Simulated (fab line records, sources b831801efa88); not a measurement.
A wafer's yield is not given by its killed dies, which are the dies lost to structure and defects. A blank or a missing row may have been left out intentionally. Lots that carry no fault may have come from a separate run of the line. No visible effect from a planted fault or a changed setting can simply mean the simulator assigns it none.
Problem report, 8D (eight disciplines) form, completed by code || flow sfq_line || the parts of the form that need people (team, actions taken, sign-off) are left out

1. THE PROBLEM
thk_nm at SFQ_TRILAYER_I4_METRO_MEASURE_101 reads a mean of 179.3 nm on 9 wafers of 3 lots; wafers without a fault read 200.0 nm with a standard deviation of 1.3. Relative to the usual mean, that is a shift of -16 standard deviations.
Earliest sighting: wafer L820.2 on film_metro-02 at day 45 20:07. The record has a number at this step for 45 wafers belonging to 15 lots. The rule behind "out" and "out of limits": a value lying over 4 standard deviations away from the usual mean. The rest of the wafers with a number are treated as sound.

2. WHAT IT IS AND WHAT IT IS NOT
{"question": "which readings at this step", "is": "thk_nm", "is not": "-"}
{"question": "which lots", "is": "L820, L821, L822", "is not": "L808, L809, L810, L811, L812, L813, L814, L815, L816, L817, L819, L830"}
{"question": "which wafers of those lots", "is": "all that have a number", "is not": "-"}
{"question": "read on which tools", "is": "film_metro-02, film_metro-04", "is not": "film_metro-01"}
{"question": "when", "is": "from day 45 20:07", "is not": "up to then (33 sound wafers); but 3 sound wafers of L830 came after"}

3. WHAT RULES OUT EACH SUSPECT
Counting: a tool stays on the suspect list if, at a process step up to the reading, it processed all lots that are out and no sound lot following the first of them.
- cmp-02 at SFQ_TRILAYER_I4_CMP_CMP_100 (polishes SiO2): kept. Every lot that is out went through it, starting with L820 (day 45 16:48), and after that it ran no sound lot; the last sound lot it ran before then is L819 (day 45 14:18).
Left after counting: cmp-02 at SFQ_TRILAYER_I4_CMP_CMP_100.

4. THE CAUSE (what the simulator had put in)
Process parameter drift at SFQ_TRILAYER_I4_CMP_CMP_100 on cmp-02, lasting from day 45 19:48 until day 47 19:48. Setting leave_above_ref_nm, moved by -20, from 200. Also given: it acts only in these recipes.
Counting left only this tool.

5. THE EFFECT CHAIN, in route order
One row per reading whose mean, taken over the struck wafers that have a number, lies over 3 standard deviations from the usual. Only readings for which the record gives a usual standard deviation are gone through. hours: the time from each lot's start at the first step in this table that gives one to its start at this step, as a median over the lots. sigmas: the change in usual standard deviations.
{"hours": 0, "step": "SFQ_TRILAYER_I4_METRO_MEASURE_101", "reading": "thk_nm", "usual": "200.0 nm", "on struck wafers": 179.3, "change": -20.7, "sigmas": -16}
{"hours": 110, "step": "SFQ_TRILAYER_I4_VIA_ETCH_VIA_ETCH_106", "reading": "oes_product_au", "usual": "0.855 a.u.", "on struck wafers": 0.805, "change": -0.050, "sigmas": -9.7}
Its process steps:
- SFQ_TRILAYER_I4_METRO_MEASURE_101
- SFQ_TRILAYER_I4_VIA_ETCH_VIA_ETCH_106: etches SiO2 in CHF3, stops on Nb, target depth 260 nm.
At these later measuring or inspecting steps, every struck wafer for which the step has a row has a number for every such reading, and none has moved that far: SFQ_I4_OVL_MEAS_928.

6. HOW IT WOULD HAVE BEEN CAUGHT EARLIER
0 hours passed between the start of the fault at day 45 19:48 and the first reading out of limits in this record, taken at day 45 20:07.
An alarm limit of 4 standard deviations would not have fired on the tool readings at SFQ_TRILAYER_I4_CMP_CMP_100 for which the record gives a usual standard deviation, since none of them was out on any struck wafer.
Lots out: 3; of these, L821, L822 started SFQ_TRILAYER_I4_CMP_CMP_100 on cmp-02 after day 45 20:07. A hold on the tool at that time would have spared those 2.
